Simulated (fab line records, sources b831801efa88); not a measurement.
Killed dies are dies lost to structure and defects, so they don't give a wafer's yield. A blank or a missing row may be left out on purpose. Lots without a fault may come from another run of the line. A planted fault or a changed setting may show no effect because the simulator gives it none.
Which tool did it? | flow sky130 | 13 lots, 39 wafers sampled, at 3 steps of a route of 708

WHAT THE GAUGES READ, wafer by wafer
SKY_FIELD_ISO_BOW_MEAS_00. Usual: INCOMING_BOW 0 um, standard deviation 6.5.
lot  | measured    | on            | INCOMING_BOW (um) | flag
L393 | day 1 15:00 | film_metro-03 | -8 -12 -2         |
L394 | day 1 20:01 | film_metro-01 | -17 5 -4          |
L395 | day 2 01:01 | film_metro-03 | 7 -4 -3           |
L396 | day 2 06:00 | film_metro-01 | 1 2 -10           |
L397 | day 2 11:01 | film_metro-01 | 4 0 -10           |
L404 | day 3 22:02 | film_metro-03 | 7 -9 7            |
L405 | day 4 03:01 | film_metro-01 | 9 -8 -1           |
L406 | day 4 08:00 | film_metro-04 | 3 -5 -2           |
L408 | day 4 18:00 | film_metro-04 | -3 -5 -4          |
L409 | day 4 23:01 | film_metro-01 | 8 -1 -2           |
L412 | day 5 14:00 | film_metro-01 | 2 -3 -8           |
L414 | day 6 00:00 | film_metro-04 | 6 -3 -2           |
L415 | day 6 05:01 | film_metro-01 | -3 0 5            |

SKY_VT_ADJUST_HVTP_CD_MEAS_07: target cd 380 nm. Usual: cd_nm 379.0 nm, standard deviation 1.8.
lot  | measured     | on        | cd_nm (nm)        | flag
L393 | day 6 06:08  | cd_sem-01 | 380.1 378.9 380.9 |
L394 | day 6 11:44  | cd_sem-01 | 377.7 377.1 376.1 |
L395 | day 6 19:32  | cd_sem-02 | 379.5 380.2 378.9 |
L396 | day 7 03:56  | cd_sem-01 | 376.2 379.0 377.3 |
L397 | day 7 07:05  | cd_sem-02 | 380.4 379.5 379.1 |
L404 | day 9 07:44  | cd_sem-01 | 371.1 371.2 371.7 | OFF
L405 | day 9 16:52  | cd_sem-02 | 371.8 370.6 369.2 | OFF
L406 | day 10 08:47 | cd_sem-01 | 378.4 378.7 381.7 |
L408 | day 10 09:03 | cd_sem-01 | 381.2 379.0 379.0 |
L409 | day 11 04:37 | cd_sem-01 | 382.5 378.9 379.6 |
L412 | day 11 14:05 | cd_sem-01 | 383.3 382.2 380.0 |
L414 | day 11 20:51 | cd_sem-02 | 381.4 378.6 380.8 |
L415 | day 12 03:48 | cd_sem-01 | 375.9 377.0 377.0 |

WHICH TOOL RAN EACH LOT (tool, then ch and the chambers of the sampled wafers, then the start)
lot  | SKY_VT_ADJUST_HVTP_DEVELOP_06
L393 | litho_track-04 ch 0, day 6 05:59
L394 | litho_track-04 ch 0, day 6 11:35
L395 | litho_track-01 ch 0, day 6 19:23
L396 | litho_track-04 ch 0, day 7 03:47
L397 | litho_track-01 ch 0, day 7 06:56
L404 | litho_track-04 ch 0, day 9 07:35
L405 | litho_track-04 ch 0, day 9 16:43
L406 | litho_track-02 ch 0, day 10 08:38
L408 | litho_track-01 ch 0, day 10 08:54
L409 | litho_track-01 ch 0, day 11 04:29
L412 | litho_track-02 ch 0, day 11 13:56
L414 | litho_track-01 ch 0, day 11 20:42
L415 | litho_track-02 ch 0, day 12 03:39
- SKY_VT_ADJUST_HVTP_DEVELOP_06: develop time 60 s.

WHAT THE TOOLS THEMSELVES READ (means of the sampled wafers that have a number; where no wafer has one, the mark that the record gives instead)
SKY_VT_ADJUST_HVTP_DEVELOP_06. Usual: developer_temp_C 22.96 C, standard deviation 0.11.
lot  | tool           | developer_temp_C (C) | flag
L393 | litho_track-04 | 22.91                |
L394 | litho_track-04 | 22.81                |
L395 | litho_track-01 | 22.98                |
L396 | litho_track-04 | 22.83                |
L397 | litho_track-01 | 23.14                |
L404 | litho_track-04 | 25.17                | OFF
L405 | litho_track-04 | 25.29                | OFF
L406 | litho_track-02 | 22.87                |
L408 | litho_track-01 | 22.93                |
L409 | litho_track-01 | 23.02                |
L412 | litho_track-02 | 22.95                |
L414 | litho_track-01 | 22.94                |
L415 | litho_track-02 | 22.88                |

THE ANSWER, worked out from the rows above alone
Rule: a lot is off if the mean of its wafers that have a number lies more than 3 standard deviations from the usual mean. A lot without any number at a reading at which 4 lots or more have one is off too. The other lots that the step has rows for count as sound. The gauges are gone through in route order, then the tools' own readings, and for those a lot's mean is taken as printed above. The first step at which some lot is off is used, and at that step the reading that is off furthest; a lot without a number counts as furthest.
Off: L404, L405, at SKY_VT_ADJUST_HVTP_CD_MEAS_07 (cd_nm).
A tool fits if, at a process step before that reading, it ran every lot that is off, and no sound lot after the first of them. The gauges at SKY_VT_ADJUST_HVTP_CD_MEAS_07 aren't tried: what is off there is off at SKY_VT_ADJUST_HVTP_DEVELOP_06 too, on other tools, and a gauge's error can't cause that. One fits: litho_track-04 at SKY_VT_ADJUST_HVTP_DEVELOP_06. Its last sound lot is L396 (day 7 03:47), its first lot that is off L404 (day 9 07:35): a fault that began between those two fits.
The tool's own readings at SKY_VT_ADJUST_HVTP_DEVELOP_06 bear it out: on the lots that are off they differ by more than 5 times the standard deviation of the sound lots' means. developer_temp_C reads 25.23 C there against 22.93 C on the sound lots.

WHAT THE SIMULATOR HAD PUT IN
Process parameter drift: litho_track-04, from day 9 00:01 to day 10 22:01, at SKY_VT_ADJUST_HVTP_DEVELOP_06. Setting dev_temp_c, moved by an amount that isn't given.
Lots struck among those shown: L404, L405. The rule above found the same.
